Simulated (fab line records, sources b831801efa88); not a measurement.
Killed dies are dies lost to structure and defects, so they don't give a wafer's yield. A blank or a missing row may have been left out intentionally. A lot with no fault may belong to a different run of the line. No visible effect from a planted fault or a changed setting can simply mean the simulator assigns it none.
Which tool did it? | flow sky130 | route of 708 steps, sampled at 1 step: 11 lots, 33 wafers

== WHAT THE GAUGES READ, wafer by wafer ==
SKY_VIA4_OVL_MEAS_11.
lot  | measured     | on         | VIA4_OVL (nm)
L897 | day 43 00:22 | overlay-01 | 0.5 0.0 0.4
L898 | day 43 01:05 | overlay-01 | -1.8 -0.7 -1.5
L899 | day 43 18:47 | overlay-02 | 2.1 3.6 1.5
L901 | day 43 23:20 | overlay-01 | -1.4 0.1 -0.6
L904 | day 45 00:10 | overlay-01 | -1.9 -0.6 -2.9
L906 | day 45 02:16 | overlay-01 | -0.4 -0.6 -0.9
L916 | day 48 04:10 | overlay-02 | 2.4 -0.3 1.3
L918 | day 48 07:04 | overlay-01 | -1.5 1.1 1.5
L917 | day 48 08:49 | overlay-01 | 0.9 0.4 -0.9
L919 | day 48 13:02 | overlay-02 | 0.6 -2.6 -1.3
L920 | day 48 14:26 | overlay-01 | 1.8 0.7 -0.6

== EACH LOT AND THE TOOL THAT RAN IT (in order: tool; ch and the chambers of the sampled wafers; start) ==
No process step before these readings appears in the record.

== THE ANSWER, worked out from the rows above alone ==
Rule: what is usual is taken from the lots themselves. The widest of any qualifying gaps counts: lots, ordered by their means at a reading, are off when they make up no more than a third of the lots, leave a main group of 4 or more, and stand apart from it by 3 or more times the standard deviation of that group's means. A main group whose means are all the same, to the digits that the tables above print for the reading, isn't used. Also off: a lot with no number at a reading for which 4 or more lots have one. Any other lot the step has rows for is counted as sound.
No lot is off on any of the readings shown, so nothing can be concluded from this.

== WHAT THE SIMULATOR HAD INSERTED ==
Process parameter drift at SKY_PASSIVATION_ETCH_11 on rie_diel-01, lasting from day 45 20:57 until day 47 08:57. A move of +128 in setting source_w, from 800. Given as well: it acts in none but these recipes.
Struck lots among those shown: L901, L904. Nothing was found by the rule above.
